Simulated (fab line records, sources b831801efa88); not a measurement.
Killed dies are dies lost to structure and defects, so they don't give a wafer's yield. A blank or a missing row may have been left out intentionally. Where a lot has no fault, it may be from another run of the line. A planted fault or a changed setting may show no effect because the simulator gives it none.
What tool caused it? :: flow gf180mcu :: 11 lots with 33 wafers sampled at 4 steps, on a route of 602 steps

WHAT THE GAUGES SHOWED, per wafer
GF_V2_RS_MEAS_24: the measuring method here is four-point-probe.
lot: L887
measured: day 20 06:28
on: film-metro-04
V2_W_RS (ohm/sq): 0.322 0.320 0.327

lot: L888
measured: day 20 13:57
on: film-metro-02
V2_W_RS (ohm/sq): 0.335 0.323 0.330

lot: L890
measured: day 21 14:30
on: film-metro-04
V2_W_RS (ohm/sq): 0.327 0.325 0.328

lot: L892
measured: day 22 00:56
on: film-metro-02
V2_W_RS (ohm/sq): 0.321 0.329 0.320

lot: L894
measured: day 23 02:03
on: film-metro-02
V2_W_RS (ohm/sq): 0.332 0.322 0.331

lot: L897
measured: day 24 00:33
on: film-metro-03
V2_W_RS (ohm/sq): 0.311 0.311 0.307 0.312 0.311 0.307

lot: L898
measured: day 24 06:47
on: film-metro-04
V2_W_RS (ohm/sq): 0.310 0.314 0.312

lot: L899
measured: day 24 14:31
on: film-metro-04
V2_W_RS (ohm/sq): 0.302 0.310 0.306 0.302 0.310 0.306

lot: L905
measured: day 26 11:29
on: film-metro-02
V2_W_RS (ohm/sq): 0.330 0.326 0.331

lot: L909
measured: day 27 19:29
on: film-metro-02
V2_W_RS (ohm/sq): 0.330 0.322 0.324

lot: L910
measured: day 28 04:06
on: film-metro-02
V2_W_RS (ohm/sq): 0.327 0.329 0.320

EACH LOT AND THE TOOL THAT RAN IT (in order: tool; ch and the chambers of the sampled wafers; start)
lot: L887
GF_V2_ETCH_17: rie-diel-04 ch 0,1,2, day 20 05:43 or earlier
GF_V2_STRIP_18: plasma-asher-02 ch 0,1, day 20 05:43
GF_V2_CVD_23: cvd-w-01 ch 0,1, day 20 06:22

lot: L888
GF_V2_ETCH_17: rie-diel-01 ch 1,3, day 20 13:05 or earlier
GF_V2_STRIP_18: plasma-asher-01 ch 0, day 20 13:05
GF_V2_CVD_23: cvd-w-02 ch 0,1, day 20 13:50

lot: L890
GF_V2_ETCH_17: rie-diel-02 ch 1,3, day 21 13:43 or earlier
GF_V2_STRIP_18: plasma-asher-03 ch 0,1, day 21 13:43
GF_V2_CVD_23: cvd-w-02 ch 0,1, day 21 14:23

lot: L892
GF_V2_ETCH_17: rie-diel-01 ch 1,2,3, day 22 00:07 or earlier
GF_V2_STRIP_18: plasma-asher-02 ch 0,1, day 22 00:07
GF_V2_CVD_23: cvd-w-02 ch 0,1, day 22 00:48

lot: L894
GF_V2_ETCH_17: rie-diel-02 ch 0,1,2, day 23 01:15 or earlier
GF_V2_STRIP_18: plasma-asher-02 ch 0,1, day 23 01:15
GF_V2_CVD_23: cvd-w-02 ch 0,1, day 23 01:55

lot: L897
GF_V2_ETCH_17: rie-diel-04 ch 0,1,3, day 23 23:41 or earlier
GF_V2_STRIP_18: plasma-asher-03 ch 0,1, day 23 23:41
GF_V2_CVD_23: cvd-w-02 ch 1, day 24 00:22

lot: L898
GF_V2_ETCH_17: rie-diel-02 ch 2,3, day 24 05:55 or earlier
GF_V2_STRIP_18: plasma-asher-03 ch 0,1, day 24 05:55
GF_V2_CVD_23: cvd-w-02 ch 1, day 24 06:34

lot: L899
GF_V2_ETCH_17: rie-diel-01 ch 1,2,3, day 24 13:43 or earlier
GF_V2_STRIP_18: plasma-asher-01 ch 0,1, day 24 13:43
GF_V2_CVD_23: cvd-w-02 ch 0,1, day 24 14:23

lot: L905
GF_V2_ETCH_17: rie-diel-04 ch 1,2,3, day 26 10:44 or earlier
GF_V2_STRIP_18: plasma-asher-01 ch 0,1, day 26 10:44
GF_V2_CVD_23: cvd-w-01 ch 0,1, day 26 11:22

lot: L909
GF_V2_ETCH_17: rie-diel-01 ch 0,1,2, day 27 18:44 or earlier
GF_V2_STRIP_18: plasma-asher-03 ch 0,1, day 27 18:44
GF_V2_CVD_23: cvd-w-02 ch 0,1, day 27 19:22

lot: L910
GF_V2_ETCH_17: rie-diel-02 ch 2,3, day 28 03:16 or earlier
GF_V2_STRIP_18: plasma-asher-03 ch 0,1, day 28 03:16
GF_V2_CVD_23: cvd-w-02 ch 0,1, day 28 03:58
- GF_V2_ETCH_17: etches SiO2 in C4F8/O2/Ar, stops on TiN, target depth 630 nm.
- GF_V2_STRIP_18: strips in O2/N2.
- GF_V2_CVD_23: deposits W, target thk 350 nm, time 104.94 s.

THE ANSWER, worked out from the rows above alone
Rule: usual is defined by the lots themselves. The widest of any qualifying gaps counts: lots, ordered by their means at a reading, are off when they make up no more than a third of the lots, leave a main group of 4 or more, and stand apart from it by 3 or more times the standard deviation of that group's means. A main group whose means are all the same, to the digits that the tables above print for the reading, isn't used. Also off: a lot with no number at a reading for which 4 or more lots have one. Where the step has rows for the other lots, those lots are counted as sound.
Off: L897, L898, L899, at GF_V2_RS_MEAS_24 (V2_W_RS). The main group has a mean of 0.326 ohm/sq with a standard deviation of 0.0023.
A tool fits if, at a process step before that reading, it ran every lot that is off, and no sound lot after the first of them. The gauges at GF_V2_RS_MEAS_24 are tried like those tools. With no start given for some of its lots, GF_V2_ETCH_17 uses the hours and lot order of GF_V2_STRIP_18. No candidate that was tried fits.

WHAT WAS PUT IN BY THE SIMULATOR
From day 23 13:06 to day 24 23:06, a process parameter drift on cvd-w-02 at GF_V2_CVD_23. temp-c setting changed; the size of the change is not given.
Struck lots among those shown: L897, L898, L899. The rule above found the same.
